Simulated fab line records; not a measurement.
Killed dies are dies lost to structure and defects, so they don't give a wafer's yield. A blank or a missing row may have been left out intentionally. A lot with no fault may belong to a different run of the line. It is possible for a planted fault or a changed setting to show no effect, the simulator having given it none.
Which tool is to blame? :: flow sky130 :: Sampling: 12 lots, 36 wafers, 5 of 708 route steps

## WHAT THE GAUGES READ, wafer by wafer
SKY_POLY_CUT_CD_MEAS_08: the cd target is 270 nm. Usual: cdNm at 269.7 nm, with a standard deviation of 1.5.
lot: L717
measured: day 24 06:56
on: cdSem-02
cdNm (nm): 269.4 271.3 270.7
flag: 

lot: L720
measured: day 25 14:56
on: cdSem-01
cdNm (nm): 268.5 272.1 270.0
flag: 

lot: L721
measured: day 25 18:13
on: cdSem-02
cdNm (nm): 268.2 269.1 270.9
flag: 

lot: L723
measured: day 26 12:04
on: cdSem-02
cdNm (nm): 270.0 272.0 270.1
flag: 

lot: L724
measured: day 26 21:52
on: cdSem-02
cdNm (nm): 271.7 271.9 271.2
flag: 

lot: L731
measured: day 29 14:41
on: cdSem-01
cdNm (nm): 269.3 269.3 268.8
flag: 

lot: L732
measured: day 29 17:28
on: cdSem-02
cdNm (nm): 269.5 269.4 269.3
flag: 

lot: L733
measured: day 30 00:28
on: cdSem-02
cdNm (nm): 270.2 270.3 268.6
flag: 

lot: L735
measured: day 30 17:05
on: cdSem-02
cdNm (nm): 271.4 270.9 271.0
flag: 

lot: L736
measured: day 31 03:16
on: cdSem-01
cdNm (nm): 274.0 272.9 273.7
flag: 

lot: L737
measured: day 31 09:28
on: cdSem-01
cdNm (nm): 267.8 267.8 268.1
flag: 

lot: L738
measured: day 31 20:25
on: cdSem-01
cdNm (nm): 269.9 270.4 269.0
flag: 

SKY_LI_CONTACT_RS_MEAS_22: measurement is done with a four-point probe. Usual: LI_CONTACT_W_RS typically reads 0.287 ohm/sq, with standard deviation 0.004.
lot: L717
measured: day 29 03:19
on: filmMetro-04
LI_CONTACT_W_RS (ohm/sq): 0.285 0.281 0.290
flag: 

lot: L720
measured: day 30 11:56
on: filmMetro-04
LI_CONTACT_W_RS (ohm/sq): 0.282 0.280 0.291
flag: 

lot: L721
measured: day 30 15:48
on: filmMetro-04
LI_CONTACT_W_RS (ohm/sq): 0.286 0.287 0.280
flag: 

lot: L723
measured: day 31 08:57
on: filmMetro-02
LI_CONTACT_W_RS (ohm/sq): 0.285 0.286 0.283
flag: 

lot: L724
measured: day 31 17:36
on: filmMetro-04
LI_CONTACT_W_RS (ohm/sq): 0.286 0.296 0.289
flag: 

lot: L731
measured: day 34 09:02
on: filmMetro-02
LI_CONTACT_W_RS (ohm/sq): 0.290 0.295 0.290
flag: 

lot: L732
measured: day 34 12:43
on: filmMetro-02
LI_CONTACT_W_RS (ohm/sq): 0.291 0.285 0.287
flag: 

lot: L733
measured: day 34 18:10
on: filmMetro-04
LI_CONTACT_W_RS (ohm/sq): 0.291 0.286 0.287
flag: 

lot: L735
measured: day 35 09:42
on: filmMetro-04
LI_CONTACT_W_RS (ohm/sq): 0.291 0.288 0.290
flag: 

lot: L736
measured: day 35 19:46
on: filmMetro-03
LI_CONTACT_W_RS (ohm/sq): 0.289 0.293 0.289
flag: 

lot: L737
measured: day 36 00:28
on: filmMetro-02
LI_CONTACT_W_RS (ohm/sq): 0.289 0.293 0.289
flag: 

lot: L738
measured: day 36 10:26
on: filmMetro-03
LI_CONTACT_W_RS (ohm/sq): 0.288 0.282 0.281
flag: 

SKY_CONTACT_RS_MEAS_25: measurement is done with a four-point probe. Usual: CONTACT_W_RS typically reads 0.338 ohm/sq, with standard deviation 0.0037.
lot: L717
measured: day 31 15:26
on: filmMetro-03
CONTACT_W_RS (ohm/sq): 0.339 0.335 0.343
flag: 

lot: L720
measured: day 32 22:53
on: filmMetro-03
CONTACT_W_RS (ohm/sq): 0.342 0.335 0.333
flag: 

lot: L721
measured: day 33 03:52
on: filmMetro-03
CONTACT_W_RS (ohm/sq): 0.341 0.339 0.336
flag: 

lot: L723
measured: day 33 19:52
on: filmMetro-03
CONTACT_W_RS (ohm/sq): 0.336 0.337 0.333
flag: 

lot: L724
measured: day 34 04:19
on: filmMetro-01
CONTACT_W_RS (ohm/sq): 0.338 0.333 0.337
flag: 

lot: L731
measured: day 36 17:32
on: filmMetro-01
CONTACT_W_RS (ohm/sq): 0.339 0.335 0.337
flag: 

lot: L732
measured: day 36 21:36
on: filmMetro-03
CONTACT_W_RS (ohm/sq): 0.339 0.342 0.337
flag: 

lot: L733
measured: day 37 01:40
on: filmMetro-01
CONTACT_W_RS (ohm/sq): 0.343 0.337 0.341
flag: 

lot: L735
measured: day 37 17:26
on: filmMetro-03
CONTACT_W_RS (ohm/sq): 0.332 0.332 0.331
flag: 

lot: L736
measured: day 38 02:31
on: filmMetro-03
CONTACT_W_RS (ohm/sq): 0.336 0.336 0.336
flag: 

lot: L737
measured: day 38 06:37
on: filmMetro-02
CONTACT_W_RS (ohm/sq): 0.337 0.334 0.333
flag: 

lot: L738
measured: day 38 17:52
on: filmMetro-01
CONTACT_W_RS (ohm/sq): 0.342 0.339 0.343
flag: 

## WHAT TOOL EACH LOT RAN ON (gives the tool, then ch and the chambers of the sampled wafers, and finally the start)
lot: L717
SKY_LDD_P_COAT_02: lithoTrack-01 ch 0, day 18 11:56
SKY_LDD_P_STRIP_10: plasmaAsher-02 ch 0,1, day 19 03:25

lot: L720
SKY_LDD_P_COAT_02: lithoTrack-02 ch 0, day 19 22:26
SKY_LDD_P_STRIP_10: plasmaAsher-02 ch 0,1, day 20 14:25

lot: L721
SKY_LDD_P_COAT_02: lithoTrack-04 ch 0, day 20 00:28
SKY_LDD_P_STRIP_10: plasmaAsher-01 ch 0,1, day 20 15:46

lot: L723
SKY_LDD_P_COAT_02: lithoTrack-04 ch 0, day 20 20:52
SKY_LDD_P_STRIP_10: plasmaAsher-02 ch 0,1, day 21 12:49

lot: L724
SKY_LDD_P_COAT_02: lithoTrack-04 ch 0, day 21 05:55
SKY_LDD_P_STRIP_10: plasmaAsher-04 ch 0, day 21 22:17

lot: L731
SKY_LDD_P_COAT_02: lithoTrack-04 ch 0, day 24 01:33
SKY_LDD_P_STRIP_10: plasmaAsher-01 ch 0,1, day 24 16:46

lot: L732
SKY_LDD_P_COAT_02: lithoTrack-02 ch 0, day 24 04:22
SKY_LDD_P_STRIP_10: plasmaAsher-02 ch 0,1, day 24 19:17

lot: L733
SKY_LDD_P_COAT_02: lithoTrack-02 ch 0, day 24 12:37
SKY_LDD_P_STRIP_10: plasmaAsher-04 ch 0,1, day 25 04:04

lot: L735
SKY_LDD_P_COAT_02: lithoTrack-01 ch 0, day 25 06:29
SKY_LDD_P_STRIP_10: plasmaAsher-02 ch 0,1, day 25 21:16

lot: L736
SKY_LDD_P_COAT_02: lithoTrack-01 ch 0, day 25 17:34
SKY_LDD_P_STRIP_10: plasmaAsher-01 ch 0,1, day 26 08:26

lot: L737
SKY_LDD_P_COAT_02: lithoTrack-01 ch 0, day 25 22:43
SKY_LDD_P_STRIP_10: plasmaAsher-04 ch 0,1, day 26 13:49

lot: L738
SKY_LDD_P_COAT_02: lithoTrack-01 ch 0, day 26 10:07
SKY_LDD_P_STRIP_10: plasmaAsher-04 ch 0,1, day 27 00:58
- SKY_LDD_P_COAT_02: resist thk 1140 nm.
- SKY_LDD_P_STRIP_10: strips in O2/N2.

## WHAT THE TOOLS THEMSELVES READ (means of the sampled wafers that have a number; where no wafer has one, the mark that the record gives instead)
SKY_LDD_P_COAT_02. Usual: spinSpeedRpm at 3000.0 rpm, with a standard deviation of 1.8.
lot: L717
tool: lithoTrack-01
spinSpeedRpm (rpm): 3001.1
flag: 

lot: L720
tool: lithoTrack-02
spinSpeedRpm (rpm): 3001.5
flag: 

lot: L721
tool: lithoTrack-04
spinSpeedRpm (rpm): 2999.2
flag: 

lot: L723
tool: lithoTrack-04
spinSpeedRpm (rpm): 3040.0
flag: OFF

lot: L724
tool: lithoTrack-04
spinSpeedRpm (rpm): 3041.8
flag: OFF

lot: L731
tool: lithoTrack-04
spinSpeedRpm (rpm): 2998.4
flag: 

lot: L732
tool: lithoTrack-02
spinSpeedRpm (rpm): 3000.4
flag: 

lot: L733
tool: lithoTrack-02
spinSpeedRpm (rpm): 2999.0
flag: 

lot: L735
tool: lithoTrack-01
spinSpeedRpm (rpm): 2999.7
flag: 

lot: L736
tool: lithoTrack-01
spinSpeedRpm (rpm): 3001.3
flag: 

lot: L737
tool: lithoTrack-01
spinSpeedRpm (rpm): 3000.5
flag: 

lot: L738
tool: lithoTrack-01
spinSpeedRpm (rpm): 3002.2
flag: 

SKY_LDD_P_STRIP_10. Usual: drypumpMotorCurrentA 5.6 A, standard deviation 0.49; o2FlowSccm 3002 sccm, standard deviation 8.5; oesProductAu 0.716 a.u., standard deviation 0.0045; stripTimeToEndpointS 14.17 s, standard deviation 0.042.
lot: L717
tool: plasmaAsher-02
drypumpMotorCurrentA (A): 5.6
o2FlowSccm (sccm): 2998
oesProductAu (a.u.): 0.711
stripTimeToEndpointS (s): 14.17
flag: 

lot: L720
tool: plasmaAsher-02
drypumpMotorCurrentA (A): 5.4
o2FlowSccm (sccm): 3005
oesProductAu (a.u.): 0.716
stripTimeToEndpointS (s): 14.20
flag: 

lot: L721
tool: plasmaAsher-01
drypumpMotorCurrentA (A): 5.5
o2FlowSccm (sccm): 3003
oesProductAu (a.u.): 0.712
stripTimeToEndpointS (s): 14.12
flag: 

lot: L723
tool: plasmaAsher-02
drypumpMotorCurrentA (A): 5.6
o2FlowSccm (sccm): 3005
oesProductAu (a.u.): 0.716
stripTimeToEndpointS (s): 14.05
flag: 

lot: L724
tool: plasmaAsher-04
drypumpMotorCurrentA (A): 5.7
o2FlowSccm (sccm): 2995
oesProductAu (a.u.): 0.714
stripTimeToEndpointS (s): 14.05
flag: 

lot: L731
tool: plasmaAsher-01
drypumpMotorCurrentA (A): 5.2
o2FlowSccm (sccm): 3009
oesProductAu (a.u.): 0.722
stripTimeToEndpointS (s): 14.15
flag: 

lot: L732
tool: plasmaAsher-02
drypumpMotorCurrentA (A): 5.6
o2FlowSccm (sccm): 3000
oesProductAu (a.u.): 0.713
stripTimeToEndpointS (s): 14.18
flag: 

lot: L733
tool: plasmaAsher-04
drypumpMotorCurrentA (A): 5.9
o2FlowSccm (sccm): 2993
oesProductAu (a.u.): 0.720
stripTimeToEndpointS (s): 14.16
flag: 

lot: L735
tool: plasmaAsher-02
drypumpMotorCurrentA (A): 5.3
o2FlowSccm (sccm): 2997
oesProductAu (a.u.): 0.718
stripTimeToEndpointS (s): 14.21
flag: 

lot: L736
tool: plasmaAsher-01
drypumpMotorCurrentA (A): 5.5
o2FlowSccm (sccm): 3006
oesProductAu (a.u.): 0.717
stripTimeToEndpointS (s): 14.18
flag: 

lot: L737
tool: plasmaAsher-04
drypumpMotorCurrentA (A): 6.2
o2FlowSccm (sccm): 3005
oesProductAu (a.u.): 0.718
stripTimeToEndpointS (s): 14.23
flag: 

lot: L738
tool: plasmaAsher-04
drypumpMotorCurrentA (A): 6.2
o2FlowSccm (sccm): 3006
oesProductAu (a.u.): 0.720
stripTimeToEndpointS (s): 14.20
flag: 

## THE ANSWER, worked out from the rows above alone
Rule: lot off if the mean of its wafers having a number is beyond 3 standard deviations from the usual mean. Also off: a lot with no number at a reading for which 4 or more lots have one. The other lots that the step has rows for count as sound. Order of review: gauges by route order, followed by the tools' own readings, for which a lot's mean as printed above is used. The first step at which some lot is off is used, and at that step the reading that is off furthest; a lot without a number counts as furthest.
Off, at SKY_LDD_P_COAT_02 on spinSpeedRpm: L723, L724.
A tool fits if, at that step or a process step before it, it ran every lot that is off, and no sound lot after the first of them. Of those tried, none fits.

## WHAT THE SIMULATOR HAD INSERTED
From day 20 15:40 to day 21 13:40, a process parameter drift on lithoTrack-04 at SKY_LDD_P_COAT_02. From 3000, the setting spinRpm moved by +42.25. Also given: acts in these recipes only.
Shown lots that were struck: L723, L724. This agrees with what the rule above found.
